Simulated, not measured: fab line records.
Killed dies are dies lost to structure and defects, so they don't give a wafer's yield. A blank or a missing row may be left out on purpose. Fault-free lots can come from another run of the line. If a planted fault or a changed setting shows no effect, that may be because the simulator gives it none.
What tool caused it? | flow sky130 | 11 lots, 33 wafers sampled, at 4 steps of a route of 708

WHAT THE GAUGES SHOWED, per wafer
SKY_VT_ADJUST_HVTR_TW_MEAS_11.
lot  | measured     | on            | VT_ADJUST_HVTR_TW
L485 | day 9 17:43  | film metro-04 | 208.7 209.6 210.1
L487 | day 10 11:59 | film metro-04 | 208.5 209.7 210.0
L489 | day 10 20:29 | film metro-03 | 211.2 210.8 211.2
L490 | day 11 08:16 | film metro-04 | 211.5 211.1 212.3
L492 | day 11 18:52 | film metro-03 | 211.4 211.4 211.2
L497 | day 13 14:26 | film metro-01 | 211.3 211.6 212.1
L498 | day 13 20:10 | film metro-03 | 211.4 211.2 211.6
L502 | day 15 07:04 | film metro-04 | 212.2 212.7 212.1
L505 | day 15 23:52 | film metro-03 | 210.9 211.2 210.3
L506 | day 16 07:25 | film metro-04 | 209.9 209.9 210.4
L507 | day 16 15:31 | film metro-03 | 210.9 210.7 210.7

SKY_GATE_OXIDE_OVL_MEAS_10.
lot  | measured     | on         | GATE_OXIDE_OVL (nm)
L485 | day 14 09:37 | overlay-02 | 1.2 0.9 1.8
L487 | day 15 05:10 | overlay-02 | -0.5 -0.7 1.8
L489 | day 15 10:19 | overlay-01 | 0.7 0.8 0.2
L490 | day 16 01:51 | overlay-02 | 0.1 0.3 1.2
L492 | day 16 12:42 | overlay-02 | -0.3 -0.2 -0.1
L497 | day 18 11:46 | overlay-02 | -0.5 2.1 0.9
L498 | day 18 17:13 | overlay-02 | -1.8 0.3 -1.1
L502 | day 20 13:04 | overlay-01 | 2.7 2.2 3.4
L505 | day 21 06:43 | overlay-02 | 1.2 2.9 0.5
L506 | day 21 16:37 | overlay-01 | -0.8 0.2 0.3
L507 | day 21 22:40 | overlay-02 | 2.0 -0.5 1.7

SKY_POLY_GATE_THK_MEAS_21.
lot  | measured     | on            | POLY_GATE_OXIDATION_THK (nm)
L485 | day 17 03:02 | film metro-02 | 4.08 3.99 3.96
L487 | day 17 22:12 | film metro-02 | 3.96 4.04 4.00
L489 | day 18 03:49 | film metro-03 | 3.99 4.00 4.04
L490 | day 18 21:25 | film metro-04 | 4.05 4.13 4.05
L492 | day 19 08:19 | film metro-04 | 3.87 4.01 3.95
L497 | day 21 07:38 | film metro-04 | 2.77 2.66 2.69
L498 | day 21 14:58 | film metro-03 | 2.65 2.62 2.55
L502 | day 23 09:27 | film metro-02 | 3.99 3.99 4.05
L505 | day 24 03:37 | film metro-04 | 3.80 3.84 3.81
L506 | day 24 12:13 | film metro-03 | 4.01 4.01 4.15
L507 | day 24 19:23 | film metro-02 | 3.98 3.86 3.90

TOOL THAT RAN EACH LOT (tool first, then ch and the chambers of the sampled wafers, then the start)
lot  | SKY_POLY_GATE_OXIDATION_20
L485 | furnace-02 ch 0, day 17 01:46
L487 | furnace-01 ch 0, day 17 20:56
L489 | furnace-02 ch 0, day 18 02:33
L490 | furnace-02 ch 0, day 18 20:10
L492 | furnace-02 ch 0, day 19 07:04
L497 | furnace-02 ch 0, day 21 06:22
L498 | furnace-02 ch 0, day 21 13:43
L502 | furnace-01 ch 0, day 23 08:12
L505 | furnace-01 ch 0, day 24 02:21
L506 | furnace-02 ch 0, day 24 10:57
L507 | furnace-01 ch 0, day 24 18:08
- SKY_POLY_GATE_OXIDATION_20: stabilise 600 s, purge 300 s, target thk 4 nm.

WHAT THE TOOLS THEMSELVES READ (means of the sampled wafers that have a number; where no wafer has one, the mark that the record gives instead)
SKY_POLY_GATE_OXIDATION_20.
lot  | tool       | spike tc bottom C (C) | spike tc centre C (C) | spike tc lower C (C) | spike tc top C (C) | spike tc upper C (C) | tube center temp C (C) | tube_center_temp_C_max | zone power bottom pct (%) | zone power centre pct (%) | zone power top pct (%)
L485 | furnace-02 | 872.4                 | 851.0                 | 849.6                | 862.2              | 850.2                | 850                    | 852.1                  | 21                        | 15.8                      | 28.9
L487 | furnace-01 | 869.5                 | 850.4                 | 848.7                | 864.7              | 850.0                | 850                    | 852.2                  | 31                        | 15.4                      | 29.7
L489 | furnace-02 | 872.7                 | 851.2                 | 850.3                | 862.7              | 850.2                | 850                    | 851.9                  | 21                        | 15.8                      | 28.8
L490 | furnace-02 | 873.2                 | 849.5                 | 851.3                | 862.9              | 850.1                | 850                    | 852.1                  | 22                        | 15.8                      | 28.9
L492 | furnace-02 | 873.7                 | 850.6                 | 851.4                | 862.6              | 848.4                | 850                    | 851.8                  | 21                        | 16.0                      | 29.2
L497 | furnace-02 | 842.5                 | 819.0                 | 819.9                | 832.1              | 818.0                | 819                    | 821.1                  | 20                        | 14.6                      | 27.4
L498 | furnace-02 | 839.9                 | 820.0                 | 818.6                | 830.7              | 818.6                | 819                    | 821.1                  | 20                        | 14.6                      | 27.2
L502 | furnace-01 | 869.1                 | 852.0                 | 849.0                | 864.4              | 849.3                | 850                    | 852.0                  | 30                        | 15.2                      | 29.4
L505 | furnace-01 | 870.5                 | 851.4                 | 849.6                | 864.7              | 849.6                | 850                    | 852.4                  | 30                        | 15.4                      | 29.6
L506 | furnace-02 | 872.7                 | 849.6                 | 849.8                | 862.6              | 849.0                | 850                    | 852.4                  | 21                        | 16.0                      | 28.9
L507 | furnace-01 | 870.0                 | 852.3                 | 848.7                | 865.6              | 849.8                | 850                    | 851.9                  | 31                        | 15.3                      | 29.7

THE ANSWER, worked out from the rows above alone
Rule: the usual values come from the lots themselves. Put in order of their means at a reading, lots are off if they are a third of the lots or fewer, leave a main group of 4 or more, and stand apart from it by a gap of 3 or more times the standard deviation of the main group's means; of several such gaps the widest counts. If all means in a main group match to the digits the tables above print for the reading, that group is not used. Also off: a lot with no number at a reading for which 4 or more lots have one. Where the step has rows for the other lots, those lots are counted as sound. First the gauges in route order, then the tools' own readings, where a lot's mean is used as printed above. The first step at which some lot is off is used, and at that step the reading that is off furthest; a lot without a number counts as furthest.
Off: L497, L498, seen at SKY_POLY_GATE_THK_MEAS_21 (POLY_GATE_OXIDATION_THK). Main group: mean 3.98 nm, sd 0.075.
A tool fits if, at a process step before that reading, it ran every lot that is off, and no sound lot after the first of them. The gauges at SKY_POLY_GATE_THK_MEAS_21 aren't tried: what is off there is off at SKY_POLY_GATE_OXIDATION_20 too, on other tools, and a gauge's error can't cause that. Of those tried, none fits.

WHAT THE SIMULATOR PUT IN
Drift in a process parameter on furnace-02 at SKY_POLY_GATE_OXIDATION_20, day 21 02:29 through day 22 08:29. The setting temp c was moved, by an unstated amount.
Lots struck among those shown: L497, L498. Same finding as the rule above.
